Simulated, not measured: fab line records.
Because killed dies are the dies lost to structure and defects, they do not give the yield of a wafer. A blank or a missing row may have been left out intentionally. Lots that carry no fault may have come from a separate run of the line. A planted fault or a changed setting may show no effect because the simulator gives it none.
Which of the tools did it? || flow gf180mcu || Sampling: 12 lots, 36 wafers, 2 of 602 route steps

WHAT THE GAUGES READ, wafer by wafer
GF_M2_RS_MEAS_05: measurement is done with a four-point probe. Usual: M2_ALCU_RS typically reads 0.0698 ohm/sq, with standard deviation 0.00075.
{"lot": "L223", "measured": "day 18 02:05", "on": "film_metro-04", "M2_ALCU_RS (ohm/sq)": "0.0697 0.0696 0.0693", "flag": ""}
{"lot": "L224", "measured": "day 18 10:45", "on": "film_metro-04", "M2_ALCU_RS (ohm/sq)": "0.0695 0.0690 0.0699", "flag": ""}
{"lot": "L225", "measured": "day 18 20:10", "on": "film_metro-01", "M2_ALCU_RS (ohm/sq)": "0.0708 0.0690 0.0709", "flag": ""}
{"lot": "L226", "measured": "day 19 08:05", "on": "film_metro-01", "M2_ALCU_RS (ohm/sq)": "0.0702 0.0705 0.0710", "flag": ""}
{"lot": "L231", "measured": "day 21 03:27", "on": "film_metro-01", "M2_ALCU_RS (ohm/sq)": "0.0701 0.0700 0.0699", "flag": ""}
{"lot": "L233", "measured": "day 22 00:44", "on": "film_metro-04", "M2_ALCU_RS (ohm/sq)": "0.0704 0.0715 0.0710", "flag": ""}
{"lot": "L234", "measured": "day 22 10:41", "on": "film_metro-01", "M2_ALCU_RS (ohm/sq)": "0.0698 0.0689 0.0689", "flag": ""}
{"lot": "L235", "measured": "day 22 14:25", "on": "film_metro-01", "M2_ALCU_RS (ohm/sq)": "0.0686 0.0700 0.0686", "flag": ""}
{"lot": "L236", "measured": "day 22 21:53", "on": "film_metro-01", "M2_ALCU_RS (ohm/sq)": "0.0706 0.0703 0.0701", "flag": ""}
{"lot": "L240", "measured": "day 24 05:23", "on": "film_metro-01", "M2_ALCU_RS (ohm/sq)": "0.0711 0.0709 0.0704", "flag": ""}
{"lot": "L243", "measured": "day 25 19:40", "on": "film_metro-03", "M2_ALCU_RS (ohm/sq)": "0.0702 0.0701 0.0707", "flag": ""}
{"lot": "L245", "measured": "day 25 20:16", "on": "film_metro-04", "M2_ALCU_RS (ohm/sq)": "0.0687 0.0692 0.0690", "flag": ""}

WHAT TOOL EACH LOT RAN ON (gives the tool, then ch and the chambers of the sampled wafers, and finally the start)
{"lot": "L223", "GF_M2_SPUTTER_04": "pvd_sputter-03, day 18 01:59"}
{"lot": "L224", "GF_M2_SPUTTER_04": "pvd_sputter-01, day 18 10:43"}
{"lot": "L225", "GF_M2_SPUTTER_04": "pvd_sputter-03, day 18 20:06"}
{"lot": "L226", "GF_M2_SPUTTER_04": "pvd_sputter-01, day 19 08:02"}
{"lot": "L231", "GF_M2_SPUTTER_04": "pvd_sputter-03, day 21 03:25"}
{"lot": "L233", "GF_M2_SPUTTER_04": "pvd_sputter-04, day 22 00:39"}
{"lot": "L234", "GF_M2_SPUTTER_04": "pvd_sputter-01, day 22 10:38"}
{"lot": "L235", "GF_M2_SPUTTER_04": "pvd_sputter-01, day 22 14:23"}
{"lot": "L236", "GF_M2_SPUTTER_04": "pvd_sputter-03, day 22 21:50"}
{"lot": "L240", "GF_M2_SPUTTER_04": "pvd_sputter-03, day 24 05:20"}
{"lot": "L243", "GF_M2_SPUTTER_04": "pvd_sputter-03, day 25 19:37"}
{"lot": "L245", "GF_M2_SPUTTER_04": "pvd_sputter-04, day 25 20:13"}
- GF_M2_SPUTTER_04: material TiN, target thk 50 nm, time 41.7 s.

WHAT THE TOOLS THEMSELVES READ (means of the sampled wafers that have a number; where no wafer has one, the mark that the record gives instead)
GF_M2_SPUTTER_04. Usual: throttle_valve_pct reads 29.4 % (standard deviation 0.97).
{"lot": "L223", "tool": "pvd_sputter-03", "throttle_valve_pct (%)": 29.4, "flag": ""}
{"lot": "L224", "tool": "pvd_sputter-01", "throttle_valve_pct (%)": 29.8, "flag": ""}
{"lot": "L225", "tool": "pvd_sputter-03", "throttle_valve_pct (%)": 29.4, "flag": ""}
{"lot": "L226", "tool": "pvd_sputter-01", "throttle_valve_pct (%)": 30.3, "flag": ""}
{"lot": "L231", "tool": "pvd_sputter-03", "throttle_valve_pct (%)": 28.8, "flag": ""}
{"lot": "L233", "tool": "pvd_sputter-04", "throttle_valve_pct (%)": 30.4, "flag": ""}
{"lot": "L234", "tool": "pvd_sputter-01", "throttle_valve_pct (%)": 30.1, "flag": ""}
{"lot": "L235", "tool": "pvd_sputter-01", "throttle_valve_pct (%)": 29.1, "flag": ""}
{"lot": "L236", "tool": "pvd_sputter-03", "throttle_valve_pct (%)": 29.4, "flag": ""}
{"lot": "L240", "tool": "pvd_sputter-03", "throttle_valve_pct (%)": 29.5, "flag": ""}
{"lot": "L243", "tool": "pvd_sputter-03", "throttle_valve_pct (%)": 29.4, "flag": ""}
{"lot": "L245", "tool": "pvd_sputter-04", "throttle_valve_pct (%)": 30.0, "flag": ""}

THE ANSWER, worked out from the rows above alone
Rule: a lot is off if the mean of its wafers that have a number lies more than 3 standard deviations from the usual mean. Also off: a lot with no number at a reading for which 4 or more lots have one. All remaining lots with rows at the step are treated as sound. The gauges are gone through in route order, then the tools' own readings, and for those a lot's mean is taken as printed above. At the first step where some lot is off, the reading lying furthest off is the one used; lots without a number count as furthest.
Nothing can be told from this: no lot is off at any reading shown.

WHAT THE SIMULATOR PUT IN
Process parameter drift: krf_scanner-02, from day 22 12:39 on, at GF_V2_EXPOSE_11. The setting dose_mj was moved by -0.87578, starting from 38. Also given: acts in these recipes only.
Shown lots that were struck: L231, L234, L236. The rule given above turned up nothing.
